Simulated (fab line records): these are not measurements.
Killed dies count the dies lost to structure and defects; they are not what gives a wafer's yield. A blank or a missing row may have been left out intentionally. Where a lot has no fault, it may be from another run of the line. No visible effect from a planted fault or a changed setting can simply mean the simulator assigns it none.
The same fault as seen by 2 desks :: flow sky130 :: only its own numbers are on each desk; what lay behind them is given at the end

## METROLOGY DESK
What the gauges read for every lot (on any tool): the sampled wafers with a number, averaged. Any lot whose mean is over 4 standard deviations away from the usual mean is out of limits and marked OUT; that distance is given in the brackets.
Columns: A = SONOS_ONO_OXIDATION_THK at SKY_SONOS_ONO_THK_MEAS_01, usual 2.59 nm; B = GATE_OXIDE_TW at SKY_GATE_OXIDE_TW_MEAS_14, usual 221.3; C = POLY_GATE_OXIDATION_THK at SKY_POLY_GATE_THK_MEAS_21, usual 4.00 nm
lot: L757
first seen here: day 11 15:46
A: 2.51
B: 220.5
C: 3.99

lot: L758
first seen here: day 11 23:41
A: 2.62
B: 219.6
C: 4.00

lot: L761
first seen here: day 13 03:16
A: 2.63
B: 223.3
C: 3.93

lot: L762
first seen here: day 13 17:10
A: 2.60
B: 218.9
C: 4.04

lot: L763
first seen here: day 13 21:08
A: 2.57
B: 218.5
C: 3.89

lot: L770
first seen here: day 16 04:47
A: 2.62
B: 220.4
C: 4.08

lot: L771
first seen here: day 16 12:23
A: 2.60
B: 225.5
C: 4.11

lot: L772
first seen here: day 16 19:13
A: 2.66
B: 219.6
C: 3.94

lot: L776
first seen here: day 18 09:03
A: 2.53
B: 224.1
C: 4.01

lot: L777
first seen here: day 18 15:28
A: 2.63
B: 220.7
C: 4.05

lot: L778
first seen here: day 19 00:26
A: 2.55
B: 220.8
C: 4.02

lot: L779
first seen here: day 19 10:03
A: 2.60
B: 220.4
C: 4.04
Result from this desk: across the 12 lots, nothing is out of limits.

## TOOL OWNER'S DESK, rie_diel-01
The tool's own readings at SKY_POLY_GATE_ETCH_16 (etches Si3N4 in CH3F/O2, stops on poly-Si, time 147.5 s, target depth 75 nm): means of the sampled wafers that have a number, for each lot that ran on this tool. Any lot whose mean is over 4 standard deviations away from the usual mean is out of limits and marked OUT; that distance is given in the brackets.
Columns: A = bias_w at SKY_POLY_GATE_ETCH_16, usual 80.01 W; B = drypump_motor_current_A at SKY_POLY_GATE_ETCH_16, usual 5.6 A; C = oes_product_au at SKY_POLY_GATE_ETCH_16, usual 0.641 a.u.; D = throttle_valve_pct at SKY_POLY_GATE_ETCH_16, usual 10.535 %
lot: L757
first seen here: day 16 14:25
A: 79.86
B: 5.4
C: 0.640
D: 10.532

lot: L758
first seen here: day 17 00:37
A: 80.25
B: 5.6
C: 0.637
D: 10.532

lot: L761
first seen here: day 18 07:07
A: 104.69 (+99 or more) OUT
B: 5.3
C: 0.638
D: 10.534

lot: L762
first seen here: day 18 23:19
A: 104.66 (+99 or more) OUT
B: 5.6
C: 0.644
D: 10.538

lot: L776
first seen here: day 23 18:37
A: 79.84
B: 5.4
C: 0.636
D: 10.540

lot: L777
first seen here: day 24 04:23
A: 79.83
B: 5.6
C: 0.644
D: 10.542
This desk's verdict: out of limits on L761, L762, starting with L761 at day 18 07:07 (bias_w at SKY_POLY_GATE_ETCH_16). Within limits: L757, L758, L776, L777.

## PUT TOGETHER
The tool owner's desk had the chance to raise an alarm at day 18 07:07 on L761, L762.
From the metrology desk's view, nothing was out of limits.
The metrology desk has L761, L762 on record, within its limits.
The lots listed all ran SKY_POLY_GATE_ETCH_16 on rie_diel-01.

## WHAT WAS PUT IN BY THE SIMULATOR
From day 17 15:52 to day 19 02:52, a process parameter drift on rie_diel-01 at SKY_POLY_GATE_ETCH_16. Setting bias_w, moved by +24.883, from 80. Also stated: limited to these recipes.
Lots struck among those shown: L761, L762.
Time in hours from fault onset to the first out-of-limits reading at each desk: the tool owner's desk, 15.
